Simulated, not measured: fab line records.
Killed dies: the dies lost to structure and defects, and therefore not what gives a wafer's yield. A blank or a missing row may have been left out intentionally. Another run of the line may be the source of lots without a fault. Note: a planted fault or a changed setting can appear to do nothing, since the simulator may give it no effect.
fab line records	flow sky130
record: lots: 11	wafers: 33	last_day: 49
route steps=708 shown DNWELL@43 NWELL@81 VT_ADJUST_PCH@152 GATE_OXIDE@194
lots untouched by any fault: they come from a run of this same line in which no faults occurred
start_h: hours from the record's opening day to when the first of the lot's shown wafers began	wait_h: time in hours since the lot's previous step	" same as the row above	L1.1+2: a single row standing in for several wafers	- value missing, or start not given	* or withheld: withheld	< > ~ a bound
route shown NAME@n: NAME is a module with steps in the file, n the number in the route of the first one	usual: the fault-free wafers' mean and standard deviation	same: alike in all rows	chamber/n: place in a boat	sites: readings site by site	_std_site: standard deviation of those values	_edge_site: the outer-site mean with the inner-site mean subtracted	radius_mm: how far each site lies from the wafer's centre	mask NAME#n: copy n	behind: the most recent tool/chamber to have shaped the wafer	hold: why the lot was held/for how many hours/how that ended	device: the n, p or np transistor that did not switch	end of line: tests run on the same wafers once the route is complete	step lacking rows: just its recipe	killed: count of dies lost to structure and defects at first sort (not the wafer's yield)	map: dies across one wafer; x = killed, . = not, _ = none there
set.NAME: the setting the step ran with; set.NAME@STEP: the setting that earlier step ran with	model.NAME: the simulator's own value behind a step, which no gauge read
the route's steps for a sample of lots (tables are steps, rows are wafers)
services: from which hour (start_h, from the record's first day; less than 0 if before it) a tool's chamber was out of use, for how many hours, and why
== steps ==
step: SKY_DNWELL_STRIP_08
recipe: chemistry: O2/N2	power_w: 1400	pressure_mtorr: 1500	platen_temp_c: withheld	o2_flow_sccm: 3000	n2_flow_sccm: 300	overash_fraction: 0.5
usual: drypump_motor_current_A: 6.1/0.43	oes_product_au: 0.724/0.0046	strip_time_to_endpoint_s: 36.84/0.094
lot.wafer	tool	chamber	start_h	wait_h	drypump_motor_current_A	oes_product_au	rf_hours_counter_h	strip_time_to_endpoint_s
L338.2	plasma_asher-04	0	48.11	0.1	6.4	0.720	37	36.90
L338.4	"	1	"	"	6.6	0.728	-	36.88
L338.5	"	0	"	"	6.5	0.723	-	36.80
L341.1	plasma_asher-04	0	67.42	0.1	6.4	0.726	39	36.63
L341.2	"	1	"	"	6.5	0.729	39	36.70
L341.6	"	1	"	"	6.5	0.722	-	36.74
L344.2	plasma_asher-01	0	82.04	0.1	5.7	0.718	43	36.86
L344.4	"	0	"	"	5.7	0.725	-	36.74
L344.6	"	1	"	"	6.0	0.723	-	36.83
L348.1	plasma_asher-04	0	105.16	0.1	6.4	0.723	42	36.87
L348.3	"	1	"	"	6.5	0.724	-	36.92
L348.4	"	0	"	"	6.4	0.728	-	36.87
L350.2	plasma_asher-01	1	119.27	0.1	5.9	0.719	47	36.91
L350.3	"	0	"	"	5.8	0.711	-	36.94
L350.6	"	0	"	"	5.7	0.728	-	36.87
L351.1	plasma_asher-03	0	121.75	0.1	6.4	0.725	32	36.92
L351.3	"	0	"	"	6.4	0.719	-	36.94
L351.6	"	1	"	"	5.3	0.727	-	36.84
L353.1	plasma_asher-03	0	131.51	0.1	6.4	0.723	33	36.90
L353.5	"	1	"	"	5.3	0.723	-	36.81
L353.6	"	0	"	"	6.4	0.724	-	36.91
L355.2	plasma_asher-04	0	143.41	0.1	6.5	0.726	47	36.81
L355.4	"	0	"	"	6.4	0.726	-	36.96
L355.6	"	0	"	"	6.4	0.713	-	36.88
L356.1	plasma_asher-03	0	148.55	0.1	6.4	0.728	34	36.85
L356.4	"	1	"	"	5.3	0.729	-	36.81
L356.5	"	0	"	"	6.4	0.717	-	36.90
L358.1	plasma_asher-03	0	158.70	0.1	6.4	0.722	35	36.86
L358.2	"	1	"	"	5.3	0.723	35	36.85
L358.4	"	1	"	"	5.3	0.733	-	36.80
L359.1	plasma_asher-03	0	165.31	0.1	6.4	0.719	36	36.81
L359.2	"	1	"	"	5.3	0.724	36	36.86
L359.6	"	0	"	"	6.4	0.718	-	36.86
step: SKY_NWELL_RTA_28
recipe: temp_c: 1050	time_s: 30	idle_temp_c: 650	ramp_up_c_per_s: 150	ramp_down_c_per_s: 90	ambient: N2
usual: lamp_power_pct: 25.31/0.056	wafer_temp_C_max: 1054.7/0.89
lot.wafer	tool	chamber	start_h	wait_h	lamp_power_pct	wafer_temp_C_max
L338.2	rtp_anneal-01	0	98.51	0.0	25.23	1054.4
L338.4	"	0	"	"	25.25	1054.9
L338.5	"	0	"	"	25.31	1054.3
L341.1	rtp_anneal-01	0	119.34	0.0	25.29	1054.1
L341.2	"	0	"	"	25.30	1054.6
L341.6	"	0	"	"	25.37	1054.9
L344.2	rtp_anneal-01	0	137.82	0.0	25.46	1054.3
L344.4	"	0	"	"	25.37	1054.7
L344.6	"	0	"	"	25.37	1054.6
L348.1	rtp_anneal-02	0	162.70	0.0	25.33	1054.0
L348.3	"	0	"	"	25.30	1056.4
L348.4	"	0	"	"	25.23	1054.8
L350.2	rtp_anneal-02	0	177.22	0.0	25.31	1053.8
L350.3	"	0	"	"	25.19	1052.8
L350.6	"	0	"	"	25.31	1054.7
L351.1	rtp_anneal-01	0	182.50	0.0	25.27	1054.4
L351.3	"	0	"	"	25.35	1054.7
L351.6	"	0	"	"	25.39	1054.7
L353.1	rtp_anneal-01	0	192.85	0.0	25.22	1055.2
L353.5	"	0	"	"	25.35	1055.1
L353.6	"	0	"	"	25.36	1055.7
L355.2	rtp_anneal-01	0	205.96	0.0	25.29	1053.3
L355.4	"	0	"	"	25.25	1054.3
L355.6	"	0	"	"	25.24	1054.5
L356.1	rtp_anneal-02	0	210.45	0.0	25.31	1054.9
L356.4	"	0	"	"	25.30	1054.7
L356.5	"	0	"	"	25.38	1053.7
L358.1	rtp_anneal-01	0	223.04	0.0	25.23	1054.4
L358.2	"	0	"	"	25.36	1055.9
L358.4	"	0	"	"	25.45	1053.2
L359.1	rtp_anneal-02	0	229.69	0.0	25.22	1056.1
L359.2	"	0	"	"	25.29	1055.9
L359.6	"	0	"	"	25.28	1055.0
step: SKY_VT_ADJUST_PCH_STRIP_09
recipe: chemistry: O2/N2	power_w: 1400	pressure_mtorr: 1500	platen_temp_c: withheld	o2_flow_sccm: 3000	n2_flow_sccm: 300	overash_fraction: 0.5
usual: drypump_motor_current_A: 6.0/0.43	oes_product_au: 0.723/0.0047	strip_time_to_endpoint_s: 36.92/0.095
lot.wafer	tool	chamber	start_h	wait_h	drypump_motor_current_A	oes_product_au	rf_hours_counter_h	strip_time_to_endpoint_s
L338.2	plasma_asher-01	0	219.36	0.1	5.8	0.729	57	37.02
L338.4	"	1	"	"	5.9	0.726	-	36.94
L338.5	"	0	"	"	5.7	0.727	-	36.85
L341.1	plasma_asher-04	1	244.48	0.1	6.5	0.714	56	36.82
L341.2	"	0	"	"	6.4	0.724	56	36.92
L341.6	"	0	"	"	6.4	0.723	-	36.84
L344.2	plasma_asher-02	0	271.49	0.1	5.4	0.733	15	36.88
L344.4	"	1	"	"	5.7	0.726	-	36.94
L344.6	"	0	"	"	5.4	0.716	-	36.87
L348.1	plasma_asher-04	0	298.36	0.1	6.4	0.718	62	36.86
L348.3	"	0	"	"	6.4	0.714	-	36.84
L348.4	"	1	"	"	6.5	0.721	-	36.96
L350.2	plasma_asher-02	0	316.84	0.1	5.4	0.720	19	36.92
L350.3	"	1	"	"	5.7	0.723	-	36.84
L350.6	"	0	"	"	5.4	0.723	-	36.95
L351.1	plasma_asher-02	0	323.56	0.1	5.4	0.728	20	36.77
L351.3	"	0	"	"	5.4	0.733	-	36.83
L351.6	"	0	"	"	5.4	0.723	-	36.84
L353.1	plasma_asher-04	1	335.09	0.1	6.5	0.726	67	37.07
L353.5	"	0	"	"	6.4	0.723	-	37.03
L353.6	"	1	"	"	6.5	0.721	-	36.88
L355.2	plasma_asher-02	1	351.54	0.1	5.7	0.715	23	36.97
L355.4	"	0	"	"	5.4	0.733	-	37.04
L355.6	"	1	"	"	5.7	0.715	-	37.04
L356.1	plasma_asher-04	0	358.88	0.1	6.5	0.721	69	36.99
L356.4	"	1	"	"	6.5	0.722	-	36.96
L356.5	"	0	"	"	6.4	0.725	-	36.97
L358.1	plasma_asher-02	0	374.23	0.1	5.4	0.722	25	36.97
L358.2	"	1	"	"	5.7	0.722	25	37.03
L358.4	"	1	"	"	5.7	0.730	-	36.86
L359.1	plasma_asher-04	1	384.08	0.1	6.5	0.737	72	36.92
L359.2	"	0	"	"	6.4	0.720	72	36.99
L359.6	"	0	"	"	6.4	0.724	-	36.90
step: SKY_GATE_OXIDE_EXPOSE_07
recipe: mask_id: LVOM	na: 0.6	source_shape: conventional	sigma_outer: 0.6	polarization: unpolarized	target_cd_nm: 600	dose_mj: 170
usual: exposure_dose_mJ_cm2: 170.02/0.17	focus_offset_nm: -0.1/0.52
lot.wafer	tool	chamber	start_h	wait_h	mask	exposure_dose_mJ_cm2	focus_offset_nm
L338.2	iline_stepper-01	0	288.45	-	LVOM#0	170.12	0.3
L338.4	"	0	"	"	LVOM#0	170.05	-0.3
L338.5	"	0	"	"	LVOM#0	169.85	0.1
L341.1	iline_stepper-02	0	312.94	-	LVOM#0	170.27	0.0
L341.2	"	0	"	"	LVOM#0	170.07	-0.7
L341.6	"	0	"	"	LVOM#0	169.99	-0.1
L344.2	iline_stepper-02	0	342.77	-	LVOM#0	170.06	-0.3
L344.4	"	0	"	"	LVOM#0	170.01	-0.8
L344.6	"	0	"	"	LVOM#0	170.17	-1.4
L348.1	iline_stepper-01	0	371.69	-	LVOM#0	170.15	0.0
L348.3	"	0	"	"	LVOM#0	170.09	-0.3
L348.4	"	0	"	"	LVOM#0	169.85	-0.5
L350.2	iline_stepper-01	0	392.72	-	LVOM#0	170.14	-0.3
L350.3	"	0	"	"	LVOM#0	170.12	-0.2
L350.6	"	0	"	"	LVOM#0	170.03	0.3
L351.1	iline_stepper-02	0	405.93	-	LVOM#0	169.78	-0.5
L351.3	"	0	"	"	LVOM#0	169.86	0.0
L351.6	"	0	"	"	LVOM#0	169.97	0.0
L353.1	iline_stepper-01	0	417.61	-	LVOM#0	170.29	0.5
L353.5	"	0	"	"	LVOM#0	170.23	-0.1
L353.6	"	0	"	"	LVOM#0	170.09	0.3
L355.2	iline_stepper-02	0	434.27	-	LVOM#0	170.03	-0.2
L355.4	"	0	"	"	LVOM#0	169.82	0.0
L355.6	"	0	"	"	LVOM#0	170.14	0.2
L356.1	iline_stepper-02	0	441.44	-	LVOM#0	169.99	1.0
L356.4	"	0	"	"	LVOM#0	169.97	0.4
L356.5	"	0	"	"	LVOM#0	170.15	0.5
L358.1	iline_stepper-01	0	454.88	-	LVOM#0	169.86	0.2
L358.2	"	0	"	"	LVOM#0	169.97	-0.1
L358.4	"	0	"	"	LVOM#0	169.84	1.0
L359.1	iline_stepper-01	0	466.50	-	LVOM#0	170.03	-0.6
L359.2	"	0	"	"	LVOM#0	170.13	0.4
L359.6	"	0	"	"	LVOM#0	169.88	-0.6
step: SKY_GATE_OXIDE_OVL_MEAS_10
usual: GATE_OXIDE_OVL: -1.3/1.4
lot.wafer	tool	chamber	start_h	wait_h	GATE_OXIDE_OVL[nm]
L338.2	overlay-01	-	300.26	0.1	0.4
L338.4	"	-	"	"	-0.5
L338.5	"	-	"	"	-1.2
L341.1	overlay-02	-	325.61	0.1	-3.2
L341.2	"	-	"	"	-0.9
L341.6	"	-	"	"	-2.5
L344.2	overlay-01	-	356.10	0.1	-1.3
L344.4	"	-	"	"	-1.3
L344.6	"	-	"	"	-2.3
L348.1	overlay-01	-	385.60	0.1	0.9
L348.3	"	-	"	"	0.0
L348.4	"	-	"	"	-2.2
L350.2	overlay-02	-	407.90	0.1	-1.2
L350.3	"	-	"	"	0.2
L350.6	"	-	"	"	-0.5
L351.1	overlay-02	-	420.20	0.1	-3.1
L351.3	"	-	"	"	-1.5
L351.6	"	-	"	"	-1.1
L353.1	overlay-02	-	432.79	0.1	124.4
L353.5	"	-	"	"	121.9
L353.6	"	-	"	"	121.1
L355.2	overlay-01	-	449.86	0.1	-1.2
L355.4	"	-	"	"	-2.6
L355.6	"	-	"	"	-1.5
L356.1	overlay-01	-	456.25	0.1	-3.0
L356.4	"	-	"	"	-2.6
L356.5	"	-	"	"	-1.0
L358.1	overlay-01	-	470.20	0.1	125.7
L358.2	"	-	"	"	123.9
L358.4	"	-	"	"	125.7
L359.1	overlay-01	-	482.35	0.1	124.0
L359.2	"	-	"	"	125.6
L359.6	"	-	"	"	126.7
== services ==
tool	chamber	start_h	hours	kind
plasma_asher-03	-	38.48	0.5	repair
iline_stepper-01	-	50.14	0.8	pm
iline_stepper-02	-	76.95	1.7	pm
rtp_anneal-01	-	92.61	3.4	pm
iline_stepper-01	-	105.54	1.7	pm
plasma_asher-02	-	108.75	9.0	pm
plasma_asher-03	-	183.05	13.6	repair
plasma_asher-04	-	217.80	2.8	pm
iline_stepper-02	-	221.36	1.9	repair
rtp_anneal-02	-	233.17	3.0	pm
plasma_asher-02	-	239.26	2.6	repair
iline_stepper-02	-	259.86	0.5	repair
plasma_asher-03	-	272.28	7.9	repair
iline_stepper-02	-	295.13	1.7	pm
iline_stepper-02	-	301.74	2.1	pm
iline_stepper-01	-	315.29	4.3	pm
plasma_asher-03	-	317.45	8.4	repair
iline_stepper-01	-	323.72	1.7	pm
plasma_asher-02	-	328.44	4.4	repair
iline_stepper-01	-	343.43	4.4	pm
iline_stepper-02	-	366.70	29.2	repair
iline_stepper-01	-	421.52	14.7	repair
plasma_asher-02	-	446.53	1.2	repair
iline_stepper-02	-	461.26	3.3	repair
== key ==
first_sign: step: SKY_GATE_OXIDE_OVL_MEAS_10	reading: GATE_OXIDE_OVL	direction: up	sigmas: 91	usual: -1.3	struck: 124.3
effect none on later readings
met_at SKY_GATE_OXIDE_EXPOSE_07
struck_lots L353,L358,L359
tester_left_out L353,L358,L359
not_acting_at SKY_DNWELL_STRIP_08,SKY_NWELL_RTA_28,SKY_VT_ADJUST_PCH_STRIP_09
onset_between 392.72 417.61
fault: kind: scanner_matching_overlay	tool: iline_stepper-01	chamber: -	onset_h: 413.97	steps: SKY_GATE_OXIDE_EXPOSE_07	offset: 124.85
tester_left_out: of these lots the tester's yield and bins aren't shown, on N5 and GAA mostly nor the transistor test; their killed dies are dies lost to structure and defects alone, not to doping, threshold or leakage, so they don't give the yield
